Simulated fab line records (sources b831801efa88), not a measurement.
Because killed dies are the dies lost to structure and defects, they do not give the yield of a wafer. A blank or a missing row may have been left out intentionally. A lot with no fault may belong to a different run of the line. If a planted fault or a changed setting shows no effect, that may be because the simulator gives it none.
Code-filled problem report in 8D (eight disciplines) form -- flow sky130 -- the parts of the form that need people (team, actions taken, sign-off) are left out

1. THE ISSUE
At SKY_METAL5_SOFTBAKE_10, heater_power_total_W averages 61.59 W over 6 wafers from 2 lots, while fault-free wafers read 56.59 W, standard deviation 0.043. So: +99 or more standard deviations from the usual mean.
The step: time 60 s.
Seen first at day 47 01:30 on litho_track-02, wafer L115.1. Wafers with a number at this step in the record: 36, from 12 lots. Rule for "out", or "out of limits": more than 4 standard deviations from the usual mean. Any other wafer with a number is counted as sound.

2. WHAT IT IS, WHAT IT ISN'T
question,is,is not
which readings at this step,"heater_power_total_W, run_length_s",chill_plate_temp_C
which lots,"L115, L120","L100, L103, L104, L109, L110, L111, L114, L116, L119, L122"
which wafers of those lots,all that have a number,-
read on which tools,litho_track-02,"litho_track-03, litho_track-04"
when,from day 47 01:30,"up to then (21 sound wafers); but 9 sound wafers of L116, L119, L122 came after"

3. THE SUSPECTS, EACH WITH WHAT RULES IT OUT
Counting: any tool at a process step up to the reading is kept as a suspect provided that every lot that is out went through it and no sound lot did after the first of them.
- litho_track-02 at SKY_METAL5_SOFTBAKE_10 (time 60 s): kept. It ran every lot that is out, first L115 (day 47 01:30), and no sound lot after that; its last sound lot up to then is L114 (day 46 18:18). Out on those wafers are its own readings of heater_power_total_W, run_length_s.
The count leaves litho_track-02 at SKY_METAL5_SOFTBAKE_10.

4. THE CAUSE (what the simulator had put in)
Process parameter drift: litho_track-02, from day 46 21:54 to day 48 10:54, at SKY_METAL5_SOFTBAKE_10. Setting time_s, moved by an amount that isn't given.
This tool alone remained once counting was done.

5. THE EFFECT CHAIN, in route order
One row per reading whose mean, taken over the struck wafers that have a number, lies over 3 standard deviations from the usual. Scope: only readings with a usual standard deviation given in the record; hours: median across lots of the time from each lot's start at the first step in this table that gives one to its start at this step; sigmas: change in usual standard deviations.
hours,step,reading,usual,on struck wafers,change,sigmas
0,SKY_METAL5_SOFTBAKE_10,heater_power_total_W,56.59 W,61.59,+5.00,+99 or more
0,SKY_METAL5_SOFTBAKE_10,run_length_s,89.16 s,75.24,-13.92,-82
The process steps in it:
- SKY_METAL5_SOFTBAKE_10: time 60 s.

6. HOW IT WOULD HAVE BEEN CAUGHT EARLIER
The fault began at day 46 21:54; the first out-of-limits reading in this record came at day 47 01:30, 4 hours later.
